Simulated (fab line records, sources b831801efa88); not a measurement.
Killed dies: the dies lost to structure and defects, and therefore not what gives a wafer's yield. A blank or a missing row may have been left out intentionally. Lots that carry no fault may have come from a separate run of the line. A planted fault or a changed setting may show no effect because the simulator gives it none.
Struck lot and sound lot, side by side | flow sky130 | 17 steps out of a route of 708
Sound: the wafers L220.2, L220.4, L220.5. Struck: wafers L225.1, L225.2, L225.3. Last of all comes the cause.
Per side, at each step with rows, come the tool, then ch with its chambers, and then its first start. Under that, the readings that differ: sound wafers | struck wafers | difference of the means | sigmas: that difference in standard deviations of wafers without a fault.
alike: a reading whose means differ by less than 2 such deviations, as well as words and numbers matching on both sides. not compared: withheld readings; readings where some wafer has no value; bounds like >300 that might hide an equal value; numbers whose values overlap and for which the record gives no deviation.
Wherever a step has rows on one side only, a row that says differs or no value, or a row with sigmas, the two part there. When numbers do not overlap yet have no deviation, they are printed without sigmas and do not part them. A reading that every wafer of one side lacks parts them only if that side has two wafers or more.

SKY_LDD_HVP_TW_MEAS_10:
  sound: film-metro-01 at day 21 20:56; struck: film-metro-03 at day 23 14:43
  reading    | sound       | struck      | difference | sigmas
  LDD_HVP_TW | 467 466 468 | 449 448 447 | -19        | -3
then, 7 steps without rows for these wafers: SKY_LDD_LDN_DEHYDRATE_00 (time 60 s); SKY_LDD_LDN_HMDS_01 (prime time 60 s); SKY_LDD_LDN_COAT_02 (resist thk 1140 nm); SKY_LDD_LDN_SOFTBAKE_03 (time 60 s); SKY_LDD_LDN_EXPOSE_04 (exposes mask LDNTM, target cd 700 nm); SKY_LDD_LDN_PEB_05; SKY_LDD_LDN_DEVELOP_06 (develop time 60 s).
SKY_LDD_LDN_OVL_MEAS_07:
  sound: overlay-01 at day 23 02:23; struck: overlay-02 at day 24 19:26
  alike: LDD_LDN_OVL
then, 3 steps without rows for these wafers: SKY_LDD_LDN_IMPLANT_08; SKY_LDD_LDN_IMPLANT_09; SKY_LDD_LDN_IMPLANT_10.
SKY_LDD_LDN_IMPLANT_11:
  sound on implanter-01 ch 0, day 23 02:53; struck on implanter-01 ch 0, day 24 19:56
  reading                   | sound             | struck            | difference | sigmas
  implant-ion-amu           | 75 75 75          | 31 31 31          | -44        |
  model.implant.rp-nm (nm)  | 12.88 12.88 12.88 | 22.74 22.74 22.74 | +9.86      |
  model.implant.drp-nm (nm) | 5.933 5.933 5.933 | 10.9 10.9 10.9    | +5.0       |
  alike: beam-on-s
SKY_LDD_LDN_STRIP_12: strips in O2/N2.
  sound on plasma-asher-02 ch 0,1, day 23 03:01; struck on plasma-asher-01 ch 0,1, day 24 20:05
  alike: chamber-pressure-mTorr, drypump-motor-current-A, oes-product-au, strip-time-to-endpoint-s
  not compared: rf-hours-counter-h
SKY_LDD_LDN_TW_MEAS_13:
  sound: film-metro-04 at day 23 03:07; struck: film-metro-03 at day 24 20:11
  reading    | sound          | struck         | difference | sigmas
  LDD_LDN_TW | 1474 1491 1484 | 1394 1390 1399 | -89        | -6
then, 1 step without rows for these wafers: SKY_LDD_LDN_CLEAN_14 (cleans in SC1/SC2, time 150 s).
-- here the record skips 22 days between the struck wafers' starts before and after, leaving off in module LDD_LDN and picking up in module PAD_OPEN (first step shown: number 708 of the route) --
SKY_PAD_OPEN_PROBE_99:
  sound: prober-01 at day 46 05:29; struck: prober-02 at day 46 23:46
  reading                                     | sound                   | struck                 | difference | sigmas
  model.etest.tip-sonos.rs-ohm-sq             | 2774 2708 2752          | 1952 1982 1970         | -777       |
  model.etest.sonos-uncharged.r-on-ohm-um     | 839 827.2 808.7         | 781.5 768.4 758.6      | -55.5      |
  model.etest.sonos-programmed.off-log10-a-um | -14.23 -14.04 -13.91    | -12.26 -11.88 -12.21   | +1.94      |
  model.etest.sonos-programmed.vt-v (V)       | 1.38 1.35 1.378         | 1.305 1.303 1.32       | -0.060     |
  model.etest.sonos-uncharged.vt-v (V)        | -0.3986 -0.4354 -0.4317 | -0.5093 -0.586 -0.5858 | -0.1385    |
  model.etest.sonos-baked.vt-v (V)            | 0.8849 0.8834 0.8812    | 0.7987 0.8092 0.7891   | -0.0842    |
  model.etest.sonos-erased.vt-v (V)           | -2.126 -2.173 -2.207    | -2.396 -2.445 -2.44    | -0.258     |
  alike: killed_at_M0_to_M3, killed_at_M4_up, killed-at-contacts, killed-at-front-end, killed-at-other, killed-dies, killed-open, killed-short

WHERE THEY PART
First at SKY_LDD_HVP_TW_MEAS_10; last, within this record, at SKY_LDD_LDN_TW_MEAS_13. Later steps at which nothing parts them and some readings are alike: SKY_PAD_OPEN_PROBE_99.

WHY: whatever the simulator had introduced
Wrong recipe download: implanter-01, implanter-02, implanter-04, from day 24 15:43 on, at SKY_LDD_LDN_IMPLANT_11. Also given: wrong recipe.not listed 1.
